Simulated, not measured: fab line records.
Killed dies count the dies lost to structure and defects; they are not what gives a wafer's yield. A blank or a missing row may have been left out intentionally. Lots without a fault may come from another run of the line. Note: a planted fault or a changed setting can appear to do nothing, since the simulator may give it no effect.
A struck lot beside a sound one -- flow sky130 -- 18 out of 708 route steps
Sound: the wafers L729.2, L729.4, L729.5. Wafers L747.1, L747.4, L747.5 were the ones struck. The cause comes at the end.
Order at every step that has rows: each side's tool, ch and its chambers, its first start. Under that, the readings that differ: sound wafers -- struck wafers -- difference of the means -- sigmas: that difference in standard deviations of wafers without a fault.
alike: readings with means less than 2 such deviations apart, plus words and numbers identical on both sides. not compared: withheld readings, readings lacking a value on some wafer, bounds such as >300 that could conceal the same value, and numbers that have no deviation in the record and whose values overlap.
Wherever a step has rows on one side only, a row that says differs or no value, or a row with sigmas, the two part there. Numbers that have no deviation but don't overlap get no sigmas and don't part them. A reading that every wafer of one side lacks parts them only if that side has two wafers or more.

first, 3 steps without rows for these wafers: SKY_POLY_CUT_EXPOSE_05 (exposes mask NPCM, target cd 270 nm); SKY_POLY_CUT_PEB_06; SKY_POLY_CUT_DEVELOP_07 (develop time 60 s).
SKY_POLY_CUT_CD_MEAS_08: target cd 270 nm.
  sound on cd-sem-01 at day 26 02:04; struck on cd-sem-01 at day 30 20:24
  alike: cd-nm
SKY_POLY_CUT_OVL_MEAS_09:
  sound on overlay-01 at day 26 02:11; struck on overlay-01 at day 30 20:31
  alike: POLY_CUT_OVL
SKY_POLY_CUT_ETCH_10: etches BARC in N2/H2, stops on SiO2, time 45.9 s, target depth 60 nm.
  sound on rie-diel-03 ch 0,3, day 26 02:13; struck on rie-diel-03 ch 0,2, day 30 20:34
  alike: drypump-motor-current-A, n2-flow-sccm, oes-product-au, throttle-valve-pct
  not compared: rf-hours-counter-h
SKY_POLY_CUT_ETCH_11: etches Si3N4 in CF4/CH2F2/Ar, stops on poly-Si, time 42.5 s, target depth 60 nm.
  sound on rie-diel-03 ch 0,3, day 26 02:15; struck on rie-diel-03 ch 0,2, day 30 20:36
  alike: drypump-motor-current-A, oes-product-au, throttle-valve-pct
  not compared: rf-hours-counter-h
SKY_POLY_CUT_STRIP_12: strips in O2/N2.
  sound on plasma-asher-01 ch 0,1, day 26 02:17; struck on plasma-asher-01 ch 0,1, day 30 20:38
  alike: drypump-motor-current-A, n2-flow-sccm, oes-product-au, strip-time-to-endpoint-s
  not compared: rf-hours-counter-h
then, 4 steps without rows for these wafers: SKY_SD_P_DEHYDRATE_00 (time 60 s); SKY_SD_P_HMDS_01 (prime time 60 s); SKY_SD_P_COAT_02 (resist thk 1140 nm); SKY_SD_P_SOFTBAKE_03 (time 60 s).
SKY_SD_P_EXPOSE_04: exposes mask PSDM, target cd 380 nm.
  sound on iline-stepper-01 ch 0, day 26 16:54; struck on iline-stepper-02 ch 0, day 31 10:31
reading,sound,struck,difference,sigmas
exposure-dose-mJ-cm2,138.05 138.07 138.01,129.67 129.71 129.60,-8.38,-56
  alike: mask
then, 2 steps without rows for these wafers: SKY_SD_P_PEB_05; SKY_SD_P_DEVELOP_06 (develop time 60 s).
SKY_SD_P_CD_MEAS_07: target cd 380 nm.
  sound on cd-sem-02 at day 27 06:59; struck on cd-sem-01 at day 32 00:19
reading,sound,struck,difference,sigmas
cd-nm (nm),375.5 376.4 374.3,362.7 360.1 363.2,-13.4,-5
SKY_SD_P_OVL_MEAS_08:
  sound on overlay-02 at day 27 07:05; struck on overlay-02 at day 32 00:26
  alike: SD_P_OVL
-- record jumps: 18 days separate the struck wafers' starts on either side; left off in module SD_P, taken up again in module PAD_OPEN, whose first shown step is the route's number 708 --
SKY_PAD_OPEN_PROBE_99:
  rows exist in the record for the struck wafers here (prober-01, day 50 06:56), but not for the sound ones

WHERE THEY PART
First at SKY_SD_P_EXPOSE_04; last, within this record, at SKY_PAD_OPEN_PROBE_99.

WHY: the cause the simulator had injected
Process parameter drift: iline-stepper-02, from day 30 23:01 on, at SKY_SD_P_EXPOSE_04. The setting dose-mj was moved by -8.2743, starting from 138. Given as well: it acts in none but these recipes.
